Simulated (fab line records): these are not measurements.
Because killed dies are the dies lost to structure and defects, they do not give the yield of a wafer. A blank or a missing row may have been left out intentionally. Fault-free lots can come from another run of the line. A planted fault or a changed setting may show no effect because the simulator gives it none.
Code-filled problem report in 8D (eight disciplines) form | flow sky130 | the parts of the form that need people (team, actions taken, sign-off) are left out

## 1. THE ISSUE
Across 6 wafers from 2 lots, VIA4_HDPCVD_THK at SKY_VIA4_THK_MEAS_01 averages 2624 nm, while fault-free wafers read 1748 nm with a standard deviation of 17. Relative to the usual mean, that is a shift of +52 standard deviations.
First observed at day 45 08:52: wafer L606.1, on film_metro-01. Wafers with a number at this step in the record: 36, from 12 lots. Rule for "out", or "out of limits": more than 4 standard deviations from the usual mean. All remaining wafers that have a number are taken as sound.

## 2. WHAT THIS IS AND IS NOT
question                    | is                           | is not
which readings at this step | VIA4_HDPCVD_THK              | -
which lots                  | L606, L607                   | L595, L597, L598, L599, L601, L603, L604, L605, L608, L611
which wafers of those lots  | all that have a number       | -
read on which gauges        | film_metro-01, film_metro-03 | film_metro-02
when                        | from day 45 08:52            | up to then (24 sound wafers); but 6 sound wafers of L608, L611 came after

## 3. SUSPECTS, AND WHAT RULES EACH OUT
Counting: a tool at any process step up to the reading remains a suspect when it ran all the lots that are out and ran no sound lot after the first of those.
- ruled out: the gauge at SKY_VIA4_THK_MEAS_01. The wafers that are out were read on 2 gauges (film_metro-01, film_metro-03).
- pvd_sputter-03 at SKY_METAL4_SPUTTER_03 (material Ti, target thk 5 nm, time 3.3 s): ruled out as a lasting fault. After its first lot that is out, L606 (day 43 09:12), sound lots L608 ran on it.
- hdpcvd-01 at SKY_VIA4_HDPCVD_00 (deposits SiO2, target thk 1750 nm, time 291.7 s): kept. It processed each lot that is out, first L606 at day 45 08:41, and no sound lot thereafter; up to then, the last sound lot it processed was L605 at day 45 06:21. On those wafers its own readings are out: sih4_flow_sccm.
The count leaves hdpcvd-01 at SKY_VIA4_HDPCVD_00.

## 4. THE CAUSE (what the simulator had put in)
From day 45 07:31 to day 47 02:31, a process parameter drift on hdpcvd-01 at SKY_VIA4_HDPCVD_00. Setting sih4_flow_sccm shifted by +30 from 60. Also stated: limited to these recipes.
The count eliminated every tool but this one.

## 5. SEQUENCE OF EFFECTS, ordered by route
Each row: a reading whose mean over the struck wafers that have a number lies more than 3 standard deviations from the usual. Only readings for which the record gives a usual standard deviation are gone through. hours: the time from each lot's start at the first step in this table that gives one to its start at this step, as a median over the lots. sigmas: the change in usual standard deviations.
hours | step                 | reading         | usual      | on struck wafers | change | sigmas
0     | SKY_VIA4_HDPCVD_00   | sih4_flow_sccm  | 60.00 sccm | 89.99            | +29.99 | +99 or more
0     | SKY_VIA4_THK_MEAS_01 | VIA4_HDPCVD_THK | 1748 nm    | 2624             | +876   | +52
The process steps in it:
- SKY_VIA4_HDPCVD_00: deposits SiO2, target thk 1750 nm, time 291.7 s.

## 6. HOW IT WOULD HAVE BEEN CAUGHT EARLIER
In this record the first reading out of limits at a measuring or inspecting step was taken at day 45 08:52, 1 hour after the fault began at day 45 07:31.
At SKY_VIA4_HDPCVD_00, the tool's own readings (sih4_flow_sccm) were out on each struck wafer the step has a row for, so an alarm limit on them would have fired on the first such wafer.
Lots out: 2; of these, L607 started SKY_VIA4_HDPCVD_00 on hdpcvd-01 after day 45 08:52. Had the tool been put on hold then, it would have been spared.
